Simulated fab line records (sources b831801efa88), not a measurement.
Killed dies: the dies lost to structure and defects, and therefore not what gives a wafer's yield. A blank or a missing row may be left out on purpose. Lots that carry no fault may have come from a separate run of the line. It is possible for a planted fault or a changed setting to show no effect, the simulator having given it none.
fab line records + flow gf180mcu
record
- lots=14
- wafers=42
- last_day=33
route steps=602 shown V5@561 TOP_METAL@572
lots that met no fault: from a run of the same line without faults
start_h: hours from the record's first day to the start of the lot's first wafer shown + wait_h: hours since the lot's step before + " unchanged from the row above + L1.1+2: a single row standing in for several wafers + - no value present, or no start provided + * or withheld: withheld + < > ~ a bound
route shown NAME@n: NAME is a module with steps in the file, n the number in the route of the first one + usual: the fault-free wafers' mean and standard deviation + same: alike in all rows + chamber/n: place in a boat + sites: per-site readings + _std_site: standard deviation across them + _edge_site: the outer-site mean with the inner-site mean subtracted + radius_mm: how far each site lies from the wafer's centre + mask NAME#n: copy n + behind: the tool/chamber that last shaped the wafer + hold: reason for holding the lot/hours on hold/outcome of the hold + device: transistor that didn't switch, given as n, p or np + end of line: the same wafers' tests at the end of the route + a step with no rows: only its recipe + killed: the dies lost at the first sort to structure and to defects; this is not the yield of the wafer + map: a wafer's dies, marking killed ones x, the rest . and places with no die _
set.NAME: the setting the step ran with; set.NAME@STEP: the setting that earlier step ran with + model.NAME: the simulator's own value behind a step, which no gauge read
route steps across a sampled set of lots; one table per step, one row per wafer
services: from which hour (start_h, from the record's first day; less than 0 if before it) a tool's chamber was out of use, for how many hours, and why
## steps
# step GF_V5_SPUTTER_21
# recipe
- material=Ti
- target_thk_nm=15
- chamber_pressure_pa=5
- power_w=2500
- substrate_temp_c=200
- time_s=80.02
# usual
- cathode_dc_power_W=2500.0/0.5
- chamber_pressure_pa=5.001/0.0095
- throttle_valve_pct=29.5/0.87
| lot.wafer | tool           | chamber | start_h | wait_h | cathode_dc_power_W | chamber_pressure_pa | throttle_valve_pct |
|-----------|----------------|---------|---------|--------|--------------------|---------------------|--------------------|
| L399.1    | pvd_sputter-02 | -       | 635.63  | 0.0    | 2499.9             | 5.013               | 28.4               |
| L399.5    | "              | -       | "       | "      | 2499.7             | 5.011               | 29.5               |
| L399.6    | "              | -       | "       | "      | 2500.2             | 4.998               | 29.2               |
| L400.2    | pvd_sputter-02 | -       | 641.25  | 0.0    | 2499.0             | 4.999               | 30.5               |
| L400.4    | "              | -       | "       | "      | 2499.6             | 5.006               | 29.4               |
| L400.5    | "              | -       | "       | "      | 2500.4             | 5.002               | 29.4               |
| L402.1    | pvd_sputter-02 | -       | 655.82  | 0.0    | 2500.0             | 4.998               | 28.2               |
| L402.2    | "              | -       | "       | "      | 2499.8             | 5.012               | 30.5               |
| L402.6    | "              | -       | "       | "      | 2499.9             | 5.014               | 30.5               |
| L404.4    | pvd_sputter-02 | -       | 672.18  | 0.0    | 2500.3             | 4.982               | 29.5               |
| L404.5    | "              | -       | "       | "      | 2500.6             | 5.008               | 29.5               |
| L404.6    | "              | -       | "       | "      | 2500.7             | 5.012               | 28.2               |
| L405.2    | pvd_sputter-01 | -       | 675.67  | 0.0    | 2499.4             | 5.003               | 29.8               |
| L405.4    | "              | -       | "       | "      | 2499.9             | 4.994               | 31.4               |
| L405.5    | "              | -       | "       | "      | 2499.9             | 5.020               | 31.4               |
| L406.2    | pvd_sputter-04 | -       | 688.45  | 0.0    | 2500.6             | 4.993               | 29.7               |
| L406.3    | "              | -       | "       | "      | 2499.4             | 4.977               | 28.9               |
| L406.6    | "              | -       | "       | "      | 2500.8             | 5.002               | 28.8               |
| L407.1    | pvd_sputter-02 | -       | 695.42  | 0.0    | 2498.9             | 5.007               | 29.6               |
| L407.3    | "              | -       | "       | "      | 2499.3             | 5.006               | 30.4               |
| L407.5    | "              | -       | "       | "      | 2500.7             | 5.009               | 29.2               |
| L408.1    | pvd_sputter-04 | -       | 705.40  | 0.0    | 2500.4             | 4.992               | 29.1               |
| L408.3    | "              | -       | "       | "      | 2499.8             | 4.990               | 29.5               |
| L408.5    | "              | -       | "       | "      | 2500.4             | 5.006               | 28.9               |
| L409.2    | pvd_sputter-01 | -       | 711.43  | 0.0    | 2501.3             | 4.988               | 29.9               |
| L409.4    | "              | -       | "       | "      | 2500.1             | 5.006               | 31.0               |
| L409.5    | "              | -       | "       | "      | 2500.2             | 4.989               | 30.0               |
| L411.1    | pvd_sputter-01 | -       | 719.33  | 0.0    | 2499.9             | 5.007               | 31.3               |
| L411.5    | "              | -       | "       | "      | 2499.3             | 4.993               | 29.7               |
| L411.6    | "              | -       | "       | "      | 2500.3             | 4.999               | 30.0               |
| L413.1    | pvd_sputter-01 | -       | 740.10  | 0.0    | 2500.4             | 5.000               | 29.7               |
| L413.3    | "              | -       | "       | "      | 2499.3             | 4.999               | 29.8               |
| L413.4    | "              | -       | "       | "      | 2500.2             | 5.004               | 31.3               |
| L415.2    | pvd_sputter-04 | -       | 745.90  | 0.0    | 2500.5             | 5.002               | 29.7               |
| L415.5    | "              | -       | "       | "      | 2500.5             | 5.008               | 28.6               |
| L415.6    | "              | -       | "       | "      | 2499.9             | 4.995               | 29.8               |
| L417.1    | pvd_sputter-02 | -       | 760.55  | 0.0    | -                  | -                   | -                  |
| L417.3    | "              | -       | "       | "      | -                  | -                   | -                  |
| L417.6    | "              | -       | "       | "      | -                  | -                   | -                  |
| L418.4    | pvd_sputter-02 | -       | 764.58  | 0.0    | -                  | -                   | -                  |
| L418.5    | "              | -       | "       | "      | -                  | -                   | -                  |
| L418.6    | "              | -       | "       | "      | -                  | -                   | -                  |
# step GF_V5_CVD_23
# recipe
- material=W
- target_thk_nm=350
- time_s=104.9
- temp_c=400
- pressure_torr=40
# usual
- heater_power_w=905/66
| lot.wafer | tool     | chamber | start_h | wait_h | heater_power_w |
|-----------|----------|---------|---------|--------|----------------|
| L399.1    | cvd_w-01 | 1       | 635.73  | 0.0    | 860            |
| L399.5    | "        | 1       | "       | "      | 866            |
| L399.6    | "        | 0       | "       | "      | 944            |
| L400.2    | cvd_w-01 | 1       | 641.35  | 0.0    | 863            |
| L400.4    | "        | 0       | "       | "      | 955            |
| L400.5    | "        | 0       | "       | "      | 982            |
| L402.1    | cvd_w-02 | 1       | 655.92  | 0.0    | 789            |
| L402.2    | "        | 0       | "       | "      | 946            |
| L402.6    | "        | 0       | "       | "      | 937            |
| L404.4    | cvd_w-01 | 1       | 672.32  | 0.1    | 869            |
| L404.5    | "        | 1       | "       | "      | 845            |
| L404.6    | "        | 0       | "       | "      | 975            |
| L405.2    | cvd_w-02 | 1       | 675.77  | 0.0    | 830            |
| L405.4    | "        | 0       | "       | "      | 964            |
| L405.5    | "        | 0       | "       | "      | 940            |
| L406.2    | cvd_w-01 | 0       | 688.55  | 0.0    | 939            |
| L406.3    | "        | 0       | "       | "      | 974            |
| L406.6    | "        | 0       | "       | "      | 970            |
| L407.1    | cvd_w-01 | 1       | 695.52  | 0.0    | 860            |
| L407.3    | "        | 1       | "       | "      | 885            |
| L407.5    | "        | 0       | "       | "      | 981            |
| L408.1    | cvd_w-02 | 0       | 705.50  | 0.0    | 923            |
| L408.3    | "        | 1       | "       | "      | 796            |
| L408.5    | "        | 1       | "       | "      | 791            |
| L409.2    | cvd_w-01 | 1       | 711.53  | 0.0    | 877            |
| L409.4    | "        | 0       | "       | "      | 948            |
| L409.5    | "        | 1       | "       | "      | 888            |
| L411.1    | cvd_w-02 | 1       | 719.43  | 0.0    | 779            |
| L411.5    | "        | 0       | "       | "      | 939            |
| L411.6    | "        | 1       | "       | "      | 799            |
| L413.1    | cvd_w-01 | 1       | 740.20  | 0.0    | 865            |
| L413.3    | "        | 0       | "       | "      | 979            |
| L413.4    | "        | 1       | "       | "      | 904            |
| L415.2    | cvd_w-02 | 0       | 746.00  | 0.0    | 945            |
| L415.5    | "        | 0       | "       | "      | 956            |
| L415.6    | "        | 1       | "       | "      | 793            |
| L417.1    | cvd_w-01 | 1       | 760.65  | 0.0    | 896            |
| L417.3    | "        | 0       | "       | "      | 958            |
| L417.6    | "        | 1       | "       | "      | 880            |
| L418.4    | cvd_w-02 | 0       | 764.72  | 0.1    | 963            |
| L418.5    | "        | 1       | "       | "      | 794            |
| L418.6    | "        | 0       | "       | "      | 980            |
# step GF_TOP_METAL_RS_MEAS_05
# recipe
- thk_meas_gauge=four-point-probe
- reads=TiN_of_TOP_METAL_SPUTTER_04+Ti_of_TOP_METAL_SPUTTER_03+AlCu_of_TOP_METAL_SPUTTER_02+TiN_of_TOP_METAL_SPUTTER_01+Ti_of_TOP_METAL_SPUTTER_00
# usual
- TOP_METAL_ALCU_RS=0.0327/0.00041
| lot.wafer | tool          | chamber | start_h | wait_h | TOP_METAL_ALCU_RS[ohm/sq] |
|-----------|---------------|---------|---------|--------|---------------------------|
| L399.1    | film_metro-04 | -       | 636.55  | 0.0    | 0.0324                    |
| L399.5    | "             | -       | "       | "      | 0.0327                    |
| L399.6    | "             | -       | "       | "      | 0.0325                    |
| L400.2    | film_metro-04 | -       | 642.19  | 0.0    | 0.0327                    |
| L400.4    | "             | -       | "       | "      | 0.0330                    |
| L400.5    | "             | -       | "       | "      | 0.0327                    |
| L402.1    | film_metro-01 | -       | 656.74  | 0.0    | 0.0325                    |
| L402.2    | "             | -       | "       | "      | 0.0322                    |
| L402.6    | "             | -       | "       | "      | 0.0314                    |
| L404.4    | film_metro-02 | -       | 673.15  | 0.1    | 0.0325                    |
| L404.5    | "             | -       | "       | "      | 0.0328                    |
| L404.6    | "             | -       | "       | "      | 0.0331                    |
| L405.2    | film_metro-01 | -       | 676.70  | 0.0    | 0.0324                    |
| L405.4    | "             | -       | "       | "      | 0.0332                    |
| L405.5    | "             | -       | "       | "      | 0.0326                    |
| L406.2    | film_metro-01 | -       | 689.38  | 0.0    | 0.0322                    |
| L406.3    | "             | -       | "       | "      | 0.0327                    |
| L406.6    | "             | -       | "       | "      | 0.0325                    |
| L407.1    | film_metro-01 | -       | 696.34  | 0.0    | 0.0328                    |
| L407.3    | "             | -       | "       | "      | 0.0324                    |
| L407.5    | "             | -       | "       | "      | 0.0322                    |
| L408.1    | film_metro-02 | -       | 706.31  | 0.0    | 0.0329                    |
| L408.3    | "             | -       | "       | "      | 0.0325                    |
| L408.5    | "             | -       | "       | "      | 0.0323                    |
| L409.2    | film_metro-01 | -       | 712.36  | 0.0    | 0.0331                    |
| L409.4    | "             | -       | "       | "      | 0.0325                    |
| L409.5    | "             | -       | "       | "      | 0.0332                    |
| L411.1    | film_metro-04 | -       | 720.24  | 0.0    | 0.0330                    |
| L411.5    | "             | -       | "       | "      | 0.0330                    |
| L411.6    | "             | -       | "       | "      | 0.0327                    |
| L413.1    | film_metro-02 | -       | 741.01  | 0.0    | 0.0326                    |
| L413.3    | "             | -       | "       | "      | 0.0326                    |
| L413.4    | "             | -       | "       | "      | 0.0328                    |
| L415.2    | film_metro-04 | -       | 746.84  | 0.0    | 0.0331                    |
| L415.5    | "             | -       | "       | "      | 0.0330                    |
| L415.6    | "             | -       | "       | "      | 0.0330                    |
## services
| tool           | chamber | start_h | hours | kind   |
|----------------|---------|---------|-------|--------|
| pvd_sputter-02 | -       | 616.88  | 3.5   | repair |
| cvd_w-02       | -       | 632.32  | 14.6  | pm     |
| pvd_sputter-01 | -       | 682.93  | 2.6   | repair |
| cvd_w-01       | 1       | 719.97  | 3.7   | repair |
| cvd_w-02       | -       | 735.20  | 6.9   | pm     |
| pvd_sputter-02 | -       | 738.22  | 2.4   | repair |
| cvd_w-02       | -       | 747.47  | 3.1   | repair |
## key
first_sign
- step=GF_V5_SPUTTER_21
- reading=tool_record
- direction=missing
effect none on later readings
met_at GF_V5_SPUTTER_21
struck_lots L417,L418
later_rows_left_out L417.1,L417.3,L417.6,L418.4,L418.5,L418.6
sort_left_out L417.1,L417.3,L417.6,L418.4,L418.5,L418.6
not_acting_at GF_V5_CVD_23,GF_TOP_METAL_RS_MEAS_05
onset_between 695.42 760.55
fault
- kind=skipped_step_whole
- tool=pvd_sputter-02
- chamber=-
- onset_h=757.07
- steps=GF_V5_SPUTTER_21
- scope=struck_lots_only
# sort_left_out: the simulated sort isn't trusted on such a fault, so these wafers' sort isn't shown, and their yield isn't known
# later_rows_left_out: the simulator's readings of these wafers behind a module that went badly wrong aren't trusted and aren't shown, but for the sort
